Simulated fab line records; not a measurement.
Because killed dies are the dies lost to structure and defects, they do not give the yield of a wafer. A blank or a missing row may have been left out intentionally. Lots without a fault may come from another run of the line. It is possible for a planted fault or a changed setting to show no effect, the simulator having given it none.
Matching of chambers -- flow gf180mcu -- GF_CONTACT_CMP_04 on cmp-02 has 4 sister chambers
The step polishes SiO2. 4 wafers are shown with their chamber, then 9 later ones without.

== WAFERS WITH THEIR CHAMBER ==
wafer,chamber,motor-current-A (A)
L961.2,2,9.9
L963.4,1,12.4
L963.5,3,11.9
L963.6,0,12.6

== WAFERS WHOSE CHAMBER IS MISSING ==
wafer,motor-current-A (A)
L968.1,12.9
L968.3,11.9
L968.6,10.0
L969.1,13.1
L969.2,12.2
L969.3,10.4
L975.2,12.1
L975.3,12.7
L975.6,12.0

== CHAMBER TAKEN BY EACH ==
wafer,from the rows above,in truth
L968.1,can't be placed: 0 or 1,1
L968.3,can't be placed: 3 or 1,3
L968.6,2,2
L969.1,can't be placed: 0 or 1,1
L969.2,can't be placed: 1 or 3 or 0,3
L969.3,2,2
L975.2,can't be placed: 3 or 1 or 0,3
L975.3,can't be placed: 0 or 1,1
L975.6,can't be placed: 3 or 1 or 0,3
Correctly placed: 2 of 9. Cannot be placed on the basis of these rows: 7; the candidates contain the true chamber in 7. Number placed wrongly: 0.
How it was worked out, from the rows above alone: a wafer's distance from a chamber is the root of the sum, over the readings, of the square of ((its reading less the chamber's mean) divided by the reading's scatter). The wafer belongs to the nearest chamber; if the next one is less than 2 further off, it can't be placed. A chamber's mean is the mean of its shown wafers. The scatter: root of mean squared gap, hidden wafer to nearest shown wafer, with one shown wafer a chamber.
